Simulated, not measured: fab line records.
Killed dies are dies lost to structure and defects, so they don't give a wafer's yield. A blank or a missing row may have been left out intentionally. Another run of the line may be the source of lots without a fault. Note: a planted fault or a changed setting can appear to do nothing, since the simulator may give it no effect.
Matching of chambers | flow gf180mcu | pecvd-03 running GF_PASSIVATION_CVD_00: 3 sister chambers
The step deposits SiO2 from TEOS, target thk 1000 nm, time 111.95 s. 6 wafers are shown with their chamber, then 9 later ones without.

## WAFERS WITH THEIR CHAMBER
wafer  | chamber | heater power w (W)
L082.2 | 0       | 635
L084.4 | 0       | 526
L085.6 | 1       | 499
L086.2 | 2       | 621
L086.4 | 1       | 532
L086.5 | 2       | 651

## WAFERS WHOSE CHAMBER IS MISSING
wafer  | heater power w (W)
L087.2 | 536
L087.3 | 569
L087.5 | 607
L090.1 | 691
L090.5 | 615
L090.6 | 558
L092.1 | 490
L092.2 | 633
L092.4 | 525

## WHICH CHAMBER EACH WENT THROUGH
wafer  | from the rows above          | in truth
L087.2 | can't be placed: 1 or 0 or 2 | 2
L087.3 | can't be placed: 0 or 1 or 2 | 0
L087.5 | can't be placed: 0 or 2 or 1 | 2
L090.1 | can't be placed: 2 or 0      | 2
L090.5 | can't be placed: 2 or 0 or 1 | 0
L090.6 | can't be placed: 0 or 1 or 2 | 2
L092.1 | can't be placed: 1 or 0      | 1
L092.2 | can't be placed: 2 or 0      | 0
L092.4 | can't be placed: 1 or 0      | 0
Correct placement for 0 of the 9. Unplaceable from these rows: 9, with the true chamber sitting among the candidates in 9. Wrongly placed: 0.
How it was worked out, from the rows above alone: a wafer's distance from a chamber is the root of the sum, over the readings, of the square of ((its reading less the chamber's mean) divided by the reading's scatter). The wafer belongs to the nearest chamber; if the next one is less than 2 further off, it can't be placed. The mean given for a chamber averages the wafers shown for that chamber. The scatter: the root of (the sum of the squares of (reading less its chamber's mean) over the shown wafers, divided by (wafers less chambers)).
